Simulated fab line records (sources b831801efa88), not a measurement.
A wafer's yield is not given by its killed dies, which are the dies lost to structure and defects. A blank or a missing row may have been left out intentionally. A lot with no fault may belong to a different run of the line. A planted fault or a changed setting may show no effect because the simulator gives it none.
fab line records    flow sky130
record lots=13  wafers=39  lastDay=50
route steps=708 shown VT_ADJUST_LVTN@117 VT_ADJUST_NCORE@130 VT_ADJUST_PCH@153 SONOS_TUNNEL@160 PAD_OPEN@708
lots that met no fault: taken from a fault-free run of the same line
startH: hours from the record's opening day to when the first of the lot's shown wafers began    waitH: hours elapsed since this lot's preceding step    " identical to the entry in the row above    L1.1+2: one row covering several wafers at once    - no value, or no start given    * or withheld: withheld    < > ~ a bound
route shown NAME@n: NAME is a module with steps in the file, n the number in the route of the first one    usual: mean/standard deviation taken from wafers without a fault    same: alike in all rows    chamber/n: place in a boat    sites: readings site by site    _std_site: their standard deviation    _edge_site: inner sites' mean taken away from outer sites' mean    radiusMm: how far each site lies from the wafer's centre    mask NAME#n: copy n    behind: tool/chamber where the wafer was last shaped    hold: why the lot was held/for how many hours/how that ended    device: the transistor (n, p or np) that didn't switch    end of line: tests run on the same wafers once the route is complete    for a step that has no rows: nothing shown but its recipe    killed: dies lost to structure and defects at the first sort, not the wafer's yield    map: shows each die of a wafer: x if killed, . if not, _ if none is there
set.NAME: the setting that was run; set.NAME@STEP: the one run at that earlier step    model.NAME: the simulator's own value behind a step, which no gauge read
route steps across a sampled set of lots; one table per step, one row per wafer
services: from which hour (startH, from the record's first day; less than 0 if before it) a tool's chamber was out of use, for how many hours, and why
## steps
# step SKY_VT_ADJUST_LVTN_STRIP_20
# recipe chemistry=O2/N2  powerW=1400  pressureMtorr=1500  platenTempC=withheld  o2FlowSccm=3000  n2FlowSccm=300  overashFraction=0.5
# usual drypumpMotorCurrentA=5.7/0.51  o2FlowSccm=3000/10  oesProductAu=0.716/0.0047  stripTimeToEndpointS=14.16/0.036
lot.wafer  tool            chamber  startH  waitH  drypumpMotorCurrentA  o2FlowSccm  oesProductAu  rfHoursCounterH  stripTimeToEndpointS
L906.2     plasmaAsher-04  1        158.64  0.1    5.2                   2990        0.713         49               14.22
L906.3     "               1        "       "      5.2                   2990        0.710         -                14.19
L906.4     "               0        "       "      6.2                   3005        0.719         -                14.13
L909.2     plasmaAsher-04  1        184.89  0.1    5.2                   3000        0.714         52               14.15
L909.3     "               1        "       "      5.2                   3003        0.708         -                14.12
L909.6     "               1        "       "      5.2                   3014        0.719         -                14.14
L910.1     plasmaAsher-03  0        192.24  0.1    5.8                   2994        0.716         50               14.20
L910.4     "               1        "       "      6.5                   2997        0.725         -                14.21
L910.6     "               0        "       "      5.8                   3009        0.718         -                14.16
L911.1     plasmaAsher-04  1        201.30  0.1    5.2                   3002        0.716         53               14.11
L911.2     "               0        "       "      6.2                   3011        0.712         53               14.14
L911.4     "               0        "       "      6.2                   3007        0.717         -                14.16
L913.3     plasmaAsher-02  1        212.80  0.1    5.5                   3017        0.715         -                14.12
L913.4     "               0        "       "      5.0                   3009        0.718         -                14.16
L913.6     "               0        "       "      5.0                   2991        0.716         -                14.15
L916.4     plasmaAsher-02  0        233.05  0.1    5.0                   2987        0.715         -                14.20
L916.5     "               0        "       "      5.0                   2988        0.713         -                14.20
L916.6     "               1        "       "      5.5                   2998        0.722         -                14.21
L920.2     plasmaAsher-02  0        258.84  0.1    5.0                   2998        0.714         14               14.21
L920.3     "               1        "       "      5.5                   3011        0.720         -                14.18
L920.5     "               0        "       "      5.0                   2999        0.715         -                14.21
L923.2     plasmaAsher-04  1        279.84  0.1    5.2                   3003        0.711         62               14.15
L923.5     "               1        "       "      5.2                   3015        0.724         -                14.14
L923.6     "               0        "       "      6.2                   2978        0.721         -                14.11
L924.1     plasmaAsher-04  0        287.69  0.1    6.1                   3004        0.718         63               14.12
L924.4     "               1        "       "      5.2                   2991        0.719         -                14.14
L924.6     "               0        "       "      6.1                   3003        0.715         -                14.11
L925.2     plasmaAsher-02  1        294.91  0.1    5.5                   3001        0.722         17               14.15
L925.4     "               0        "       "      5.0                   3011        0.711         -                14.16
L925.6     "               1        "       "      5.5                   3000        0.724         -                14.15
L926.3     plasmaAsher-04  1        297.10  0.1    5.2                   3006        0.715         -                14.18
L926.4     "               0        "       "      6.1                   3004        0.710         -                14.15
L926.5     "               1        "       "      5.2                   3002        0.716         -                14.19
L927.1     plasmaAsher-02  0        301.19  0.1    5.1                   2980        0.725         17               14.16
L927.2     "               1        "       "      5.5                   2989        0.718         17               14.17
L927.3     "               0        "       "      5.0                   2980        0.714         -                14.15
L928.1     plasmaAsher-03  0        311.19  0.1    5.8                   2982        0.721         62               14.18
L928.2     "               1        "       "      6.5                   2997        0.716         62               14.17
L928.5     "               1        "       "      6.5                   2997        0.707         -                14.17
# step SKY_VT_ADJUST_NCORE_TW_MEAS_11
# usual VT_ADJUST_NCORE_TW=218.9/1.8
lot.wafer  tool          chamber  startH  waitH  VT_ADJUST_NCORE_TW
L906.2     filmMetro-03  -        179.93  0.1    221.4
L906.3     "             -        "       "      220.4
L906.4     "             -        "       "      220.0
L909.2     filmMetro-02  -        206.97  0.1    218.0
L909.3     "             -        "       "      217.7
L909.6     "             -        "       "      218.9
L910.1     filmMetro-02  -        213.52  0.1    218.6
L910.4     "             -        "       "      216.7
L910.6     "             -        "       "      218.3
L911.1     filmMetro-03  -        223.61  0.1    220.1
L911.2     "             -        "       "      221.5
L911.4     "             -        "       "      221.2
L913.3     filmMetro-02  -        235.18  0.1    216.5
L913.4     "             -        "       "      217.7
L913.6     "             -        "       "      215.5
L916.4     filmMetro-04  -        257.50  0.1    218.2
L916.5     "             -        "       "      219.0
L916.6     "             -        "       "      219.8
L920.2     filmMetro-02  -        282.63  0.1    215.5
L920.3     "             -        "       "      216.4
L920.5     "             -        "       "      216.4
L923.2     filmMetro-03  -        302.32  0.1    220.6
L923.5     "             -        "       "      220.8
L923.6     "             -        "       "      221.4
L924.1     filmMetro-04  -        311.66  0.1    216.1
L924.4     "             -        "       "      217.2
L924.6     "             -        "       "      216.2
L925.2     filmMetro-02  -        320.63  0.1    218.3
L925.4     "             -        "       "      218.3
L925.6     "             -        "       "      218.3
L926.3     filmMetro-02  -        322.73  0.1    217.4
L926.4     "             -        "       "      217.6
L926.5     "             -        "       "      216.9
L927.1     filmMetro-03  -        327.92  0.1    220.8
L927.2     "             -        "       "      220.7
L927.3     "             -        "       "      220.3
L928.1     filmMetro-03  -        337.43  0.1    220.6
L928.2     "             -        "       "      220.0
L928.5     "             -        "       "      221.1
# step SKY_VT_ADJUST_PCH_TW_MEAS_10
# usual VT_ADJUST_PCH_TW=142.6/1.4
lot.wafer  tool          chamber  startH  waitH  VT_ADJUST_PCH_TW
L906.2     filmMetro-01  -        223.50  0.1    140.6
L906.3     "             -        "       "      140.3
L906.4     "             -        "       "      141.1
L909.2     filmMetro-03  -        251.30  0.1    143.2
L909.3     "             -        "       "      143.2
L909.6     "             -        "       "      144.5
L910.1     filmMetro-03  -        259.64  0.1    142.9
L910.4     "             -        "       "      144.4
L910.6     "             -        "       "      143.9
L911.1     filmMetro-01  -        271.21  0.1    140.4
L911.2     "             -        "       "      141.0
L911.4     "             -        "       "      140.2
L913.3     filmMetro-03  -        284.12  0.1    144.2
L913.4     "             -        "       "      143.5
L913.6     "             -        "       "      144.5
L916.4     filmMetro-01  -        304.24  0.1    140.8
L916.5     "             -        "       "      141.1
L916.6     "             -        "       "      140.8
L920.2     filmMetro-03  -        333.40  0.1    143.7
L920.3     "             -        "       "      144.1
L920.5     "             -        "       "      143.7
L923.2     filmMetro-01  -        355.46  0.1    140.7
L923.5     "             -        "       "      139.9
L923.6     "             -        "       "      139.9
L924.1     filmMetro-03  -        363.65  0.1    142.7
L924.4     "             -        "       "      143.8
L924.6     "             -        "       "      143.1
L925.2     filmMetro-03  -        372.92  0.1    143.4
L925.4     "             -        "       "      142.5
L925.6     "             -        "       "      143.7
L926.3     filmMetro-03  -        373.82  0.1    143.4
L926.4     "             -        "       "      143.7
L926.5     "             -        "       "      143.3
L927.1     filmMetro-03  -        379.36  0.1    143.2
L927.2     "             -        "       "      143.1
L927.3     "             -        "       "      144.4
L928.1     filmMetro-01  -        391.14  0.1    140.2
L928.2     "             -        "       "      141.0
L928.5     "             -        "       "      141.4
# step SKY_SONOS_TUNNEL_DEVELOP_06
# recipe resist=NOVOLAK  developer=TMAH  developTimeS=60  devTempC=23
lot.wafer   tool           chamber  startH  waitH
L906.2+3+4  lithoTrack-03  0        245.68  0.1
L909.2+3+6  lithoTrack-03  0        275.18  0.1
L910.1+4+6  lithoTrack-02  0        283.53  0.1
L911.1+2+4  lithoTrack-02  0        294.88  0.1
L913.3+4+6  lithoTrack-02  0        306.33  0.1
L916.4+5+6  lithoTrack-02  0        331.35  0.1
L920.2+3+5  lithoTrack-04  0        358.98  0.1
L923.2+5+6  lithoTrack-03  0        381.93  0.1
L924.1+4+6  lithoTrack-04  0        390.66  0.1
L925.2+4+6  lithoTrack-02  0        400.60  0.1
L926.3+4+5  lithoTrack-04  0        401.46  0.1
L927.1+2+3  lithoTrack-02  0        406.38  0.1
L928.1+2+5  lithoTrack-03  0        418.91  0.1
# step SKY_SONOS_TUNNEL_CD_MEAS_07
# recipe targetCdNm=410
# usual cdNm=409.6/2.4
lot.wafer  tool      chamber  startH  waitH  cdNm
L906.2     cdSem-01  -        245.83  0.1    410.1
L906.3     "         -        "       "      411.0
L906.4     "         -        "       "      407.7
L909.2     cdSem-02  -        275.33  0.1    410.4
L909.3     "         -        "       "      410.2
L909.6     "         -        "       "      411.5
L910.1     cdSem-02  -        283.68  0.1    410.5
L910.4     "         -        "       "      410.0
L910.6     "         -        "       "      410.5
L911.1     cdSem-01  -        295.03  0.1    410.5
L911.2     "         -        "       "      409.8
L911.4     "         -        "       "      410.1
L913.3     cdSem-01  -        306.47  0.1    361.6
L913.4     "         -        "       "      362.7
L913.6     "         -        "       "      360.3
L916.4     cdSem-01  -        331.49  0.1    372.1
L916.5     "         -        "       "      371.6
L916.6     "         -        "       "      371.1
L920.2     cdSem-01  -        359.13  0.1    411.7
L920.3     "         -        "       "      411.9
L920.5     "         -        "       "      410.5
L923.2     cdSem-02  -        382.08  0.1    410.3
L923.5     "         -        "       "      408.4
L923.6     "         -        "       "      408.7
L924.1     cdSem-02  -        390.81  0.1    412.2
L924.4     "         -        "       "      414.0
L924.6     "         -        "       "      411.6
L925.2     cdSem-01  -        400.75  0.1    411.2
L925.4     "         -        "       "      411.1
L925.6     "         -        "       "      411.0
L926.3     cdSem-02  -        401.60  0.1    406.4
L926.4     "         -        "       "      408.1
L926.5     "         -        "       "      408.5
L927.1     cdSem-01  -        406.53  0.1    409.7
L927.2     "         -        "       "      410.5
L927.3     "         -        "       "      410.0
L928.1     cdSem-01  -        419.06  0.1    412.4
L928.2     "         -        "       "      412.4
L928.5     "         -        "       "      408.7
# step SKY_PAD_OPEN_PROBE_99
# usual killed_at_M0_to_M3=43/7.5  killed_at_M4_up=2.8/1.8  killedAtContacts=24/5.3  killedAtFrontEnd=14/4.2  killedAtOther=0.3/0.54  killedDies=84/9.4  killedOpen=46/7.1  killedShort=38/6.6
# same grossDies=492  killedAtBackSide=0
lot.wafer  tool       chamber  startH   waitH  killed_at_M0_to_M3  killed_at_M4_up  killedAtContacts  killedAtFrontEnd  killedAtOther  killedDies  killedOpen  killedShort
L926.3     prober-02  -        1181.03  0.2    28                  2                36                15                0              81          44          37
L926.4     prober-02  -        1181.08  0.2    41                  2                27                13                0              83          49          34
L926.5     prober-02  -        1181.13  0.2    50                  5                28                14                0              97          49          45
# killed by level:class
L926.3 CONTACT:geometricParticle:open=11 LI_CONTACT:geometricParticle:open=9 LI_CONTACT:geometricParticle:short=8 FIELD_ISO:geometricParticle:short=6 VIA1:geometricParticle:open=6 VIA3:geometricParticle:open=6 FIELD_ISO:geometricParticle:open=4 METAL1:geometricParticle:short=4
L926.4 VIA3:geometricParticle:open=11 METAL2:geometricParticle:short=9 LI_CONTACT:geometricParticle:open=9 CONTACT:geometricParticle:open=9 FIELD_ISO:geometricParticle:open=7 VIA2:geometricParticle:open=5 FIELD_ISO:geometricParticle:short=4 LOCAL_INTERCONNECT:geometricParticle:short=3
L926.5 LI_CONTACT:geometricParticle:open=12 VIA1:geometricParticle:open=12 VIA3:geometricParticle:open=9 METAL2:geometricParticle:short=8 FIELD_ISO:geometricParticle:short=7 VIA2:geometricParticle:open=5 METAL4:geometricParticle:short=5 FIELD_ISO:geometricParticle:open=4
## services
tool            chamber  startH  hours  kind
plasmaAsher-03  -        155.75  0.5    repair
lithoTrack-02   -        223.61  -      consumableReplace:filter
plasmaAsher-02  -        259.38  0.3    repair
plasmaAsher-02  -        268.93  1.0    repair
plasmaAsher-02  -        295.31  2.1    repair
plasmaAsher-03  -        301.64  0.8    repair
plasmaAsher-02  -        329.51  6.4    repair
plasmaAsher-04  -        342.01  4.0    repair
plasmaAsher-03  -        346.03  15.6   pm
plasmaAsher-04  -        394.40  14.6   pm
plasmaAsher-04  -        409.00  30.8   pm
## key
firstSign step=SKY_SONOS_TUNNEL_CD_MEAS_07  reading=cdNm  direction=down  sigmas=18  usual=409.6  struck=366.6  through=controlLoop
effect none on later readings
metAt SKY_SONOS_TUNNEL_DEVELOP_06
struckLots L913,L916
rowsEnd L916.4,L916.5,L916.6
testerLeftOut L913
loopTrim step=SKY_SONOS_TUNNEL_EXPOSE_04  setting=dose  lots=L916
notActingAt SKY_VT_ADJUST_LVTN_STRIP_20,SKY_VT_ADJUST_NCORE_TW_MEAS_11,SKY_VT_ADJUST_PCH_TW_MEAS_10
onsetBetween 294.88 306.33
fault kind=processParameterDrift  tool=lithoTrack-02  chamber=-  onsetH=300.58  steps=SKY_SONOS_TUNNEL_DEVELOP_06  channel=developTimeS  offset=*  shape=step  endH=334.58  actsIn=*  stated=*
# testerLeftOut: of these lots the tester's yield and bins aren't shown, on N5 and GAA mostly nor the transistor test; their killed dies are dies lost to structure and defects alone, not to doping, threshold or leakage, so they don't give the yield
# rowsEnd: these wafers met a further fault down the route, and their rows from its step on are left out
# loopTrim: a control loop set the setting to another value than it would have without faults
